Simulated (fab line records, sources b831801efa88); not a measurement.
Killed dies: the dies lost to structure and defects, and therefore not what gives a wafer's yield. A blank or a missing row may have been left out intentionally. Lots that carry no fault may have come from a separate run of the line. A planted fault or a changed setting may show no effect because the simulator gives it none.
Which tool is to blame?    flow sky130    24 lots with 72 wafers sampled at 4 steps, on a route of 708 steps

== WHAT EACH GAUGE READ, for each wafer ==
SKY_LDD_HVN_OVL_MEAS_07. Usual: LDD_HVN_OVL gives -0.6 nm (standard deviation 1.4).
lot   measured      on          LDD_HVN_OVL (nm)  flag
L075  day 20 19:25  overlay-01  -0.8 -1.7 -2.3    
L074  day 20 19:37  overlay-02  -0.8 -1.0 -0.3    
L077  day 21 12:47  overlay-02  -1.7 -2.3 -0.9    
L076  day 21 15:52  overlay-02  -1.6 -1.3 -1.2    
L078  day 21 22:23  overlay-01  0.6 -1.1 0.1      
L079  day 22 16:14  overlay-02  -1.7 -2.5 -3.1    
L081  day 23 00:02  overlay-02  -2.0 -1.8 -1.0    
L080  day 23 01:56  overlay-01  1.1 -0.5 -1.0     
L082  day 23 11:21  overlay-02  -3.4 -2.3 -2.5    
L083  day 23 20:10  overlay-02  -0.7 0.4 1.7      
L084  day 24 02:46  overlay-01  0.5 0.9 1.6       
L085  day 24 07:53  overlay-01  -1.0 -1.9 -0.5    
L086  day 24 19:20  overlay-02  0.6 -0.1 0.4      
L087  day 25 06:20  overlay-01  1.8 1.4 3.1       
L088  day 25 20:40  overlay-01  0.2 1.0 2.1       
L089  day 25 22:16  overlay-01  -0.6 -1.4 -0.3    
L090  day 26 05:18  overlay-02  -0.4 -3.3 -0.5    
L091  day 26 06:29  overlay-01  -1.7 -2.2 -1.2    
L092  day 26 12:56  overlay-01  -0.8 -0.7 -0.8    
L093  day 26 21:55  overlay-01  -0.1 0.9 -1.7     
L094  day 27 07:50  overlay-01  0.4 -1.1 0.4      
L095  day 27 11:12  overlay-02  -1.1 -1.0 -1.5    
L096  day 27 15:37  overlay-01  -1.1 -0.2 -1.3    
L097  day 28 04:13  overlay-02  -0.1 -0.1 0.0     

SKY_LDD_LDN_OVL_MEAS_07. Usual: LDD_LDN_OVL gives -0.6 nm (standard deviation 1.2).
lot   measured      on          LDD_LDN_OVL (nm)  flag
L075  day 23 08:40  overlay-02  0.2 1.0 -0.3      
L074  day 23 09:16  overlay-02  -0.7 1.5 0.6      
L077  day 24 00:22  overlay-02  -1.7 -1.6 -1.6    
L076  day 24 03:37  overlay-02  -3.0 -1.1 -1.4    
L078  day 24 09:40  overlay-01  0.0 -1.6 -0.1     
L079  day 25 03:46  overlay-02  -2.7 -2.5 -2.0    
L081  day 25 11:55  overlay-01  -1.0 -0.6 -1.1    
L080  day 25 12:47  overlay-01  -0.4 0.0 -0.1     
L082  day 25 22:37  overlay-02  -0.4 1.0 1.5      
L083  day 26 06:46  overlay-02  -0.6 -2.0 -1.8    
L084  day 26 13:49  overlay-02  -0.3 -1.7 -1.1    
L085  day 26 19:53  overlay-01  0.2 1.6 0.8       
L086  day 27 07:16  overlay-02  1.3 1.6 2.3       
L087  day 27 17:16  overlay-01  -1.0 0.4 0.4      
L088  day 28 06:37  overlay-01  -1.3 0.5 0.9      
L089  day 28 08:43  overlay-02  1.6 0.0 0.3       
L090  day 28 15:01  overlay-02  0.5 0.3 1.7       
L091  day 28 16:56  overlay-01  0.4 -0.4 -0.3     
L092  day 28 22:05  overlay-02  -1.7 -2.1 -1.8    
L093  day 29 07:16  overlay-01  0.2 -1.2 -0.5     
L094  day 29 17:17  overlay-01  -2.0 -0.2 -0.4    
L095  day 29 20:50  overlay-02  -1.4 -1.6 -2.2    
L096  day 30 00:13  overlay-02  -0.6 -0.8 -0.4    
L097  day 30 13:58  overlay-02  -1.5 0.0 0.5      

SKY_POLY_CUT_OVL_MEAS_09. Usual: POLY_CUT_OVL gives -3 nm (standard deviation 5.5).
lot   measured      on          POLY_CUT_OVL (nm)  flag
L075  day 24 16:20  overlay-01  -11 -10 -11        
L074  day 24 17:53  overlay-02  -13 -7 -11         
L077  day 25 08:13  overlay-02  -2 -5 -6           
L076  day 25 10:58  overlay-01  6 6 1              
L078  day 25 17:56  overlay-01  0 1 3              
L079  day 26 11:29  overlay-02  0 0 1              
L081  day 26 19:29  overlay-01  -4 -7 -3           
L080  day 26 20:57  overlay-01  -3 -2 1            
L082  day 27 06:15  overlay-01  -6 -5 -7           
L083  day 27 13:58  overlay-01  -2 0 0             
L084  day 27 21:50  overlay-02  -2 -8 -6           
L085  day 28 03:16  overlay-02  -2 -2 1            
L086  day 28 13:34  overlay-02  -10 -8 -10         
L087  day 28 23:11  overlay-02  -7 -5 0            
L088  day 29 14:53  overlay-01  -10 -8 -4          
L089  day 29 15:11  overlay-02  3 7 5              
L090  day 29 22:09  overlay-02  -10 -11 -7         
L091  day 30 01:36  overlay-01  -1 -7 -2           
L092  day 30 04:43  overlay-02  -7 -2 -6           
L093  day 30 14:28  overlay-02  -2 1 2             
L094  day 30 23:56  overlay-01  2 9 8              
L095  day 31 03:07  overlay-01  6 4 6              
L096  day 31 07:11  overlay-02  -12 -12 -13        
L097  day 31 20:02  overlay-01  0 -3 0             

SKY_CAPM_THK_MEAS_01. Usual: CAPM_CVD_00_THK gives 15.53 nm (standard deviation 0.2).
lot   measured      on            CAPM_CVD_00_THK (nm)  flag
L075  day 36 17:46  filmMetro-02  15.35 15.30 15.60     
L074  day 36 19:01  filmMetro-03  15.55 15.42 15.78     
L077  day 37 08:17  filmMetro-03  15.39 15.29 15.34     
L076  day 37 08:35  filmMetro-03  15.43 15.44 15.75     
L078  day 37 16:05  filmMetro-03  15.45 15.51 15.59     
L079  day 38 08:22  filmMetro-02  15.70 15.65 15.80     
L081  day 38 13:48  filmMetro-02  15.44 15.69 15.79     
L080  day 38 16:29  filmMetro-01  15.43 15.69 15.63     
L082  day 38 22:17  filmMetro-03  15.79 15.90 15.87     
L083  day 39 06:50  filmMetro-03  15.52 15.25 15.84     
L084  day 39 13:07  filmMetro-01  15.57 15.60 15.64     
L085  day 39 14:43  filmMetro-01  15.81 15.93 15.89     
L086  day 40 04:05  filmMetro-02  15.71 15.68 15.72     
L087  day 40 12:14  filmMetro-03  15.33 15.16 15.72     
L088  day 40 23:14  filmMetro-03  15.34 15.27 15.70     
L089  day 41 01:13  filmMetro-03  15.44 15.59 15.73     
L090  day 41 08:24  filmMetro-02  15.46 15.57 15.57     
L091  day 41 12:15  filmMetro-01  15.64 15.58 15.51     
L092  day 41 13:53  filmMetro-03  15.53 15.87 15.59     
L093  day 41 23:07  filmMetro-01  15.07 15.36 15.33     
L094  day 42 00:58  filmMetro-03  15.25 15.59 15.39     
L095  day 42 05:50  filmMetro-01  15.48 15.61 15.62     
L096  day 42 11:44  filmMetro-01  15.28 15.42 15.38     
L097  day 42 22:48  filmMetro-01  15.15 15.42 15.56     

== WHICH TOOL RAN EACH LOT (tool, then ch and the chambers of the sampled wafers, then the start) ==
There is no process step in the record ahead of these readings.

== WHAT THE TOOLS THEMSELVES READ (means of the sampled wafers that have a number; where no wafer has one, the mark that the record gives instead) ==
The record holds no such reading with a usual standard deviation.

== THE ANSWER, worked out from the rows above alone ==
Rule: lot off if the mean of its wafers having a number is beyond 3 standard deviations from the usual mean. A lot without any number at a reading at which 4 lots or more have one is off too. Any other lot the step has rows for is counted as sound. First the gauges in route order, then the tools' own readings, where a lot's mean is used as printed above. At the first step where some lot is off, the reading lying furthest off is the one used; lots without a number count as furthest.
No lot is off on any of the readings shown, so nothing can be concluded from this.

== WHAT WAS PUT IN BY THE SIMULATOR ==
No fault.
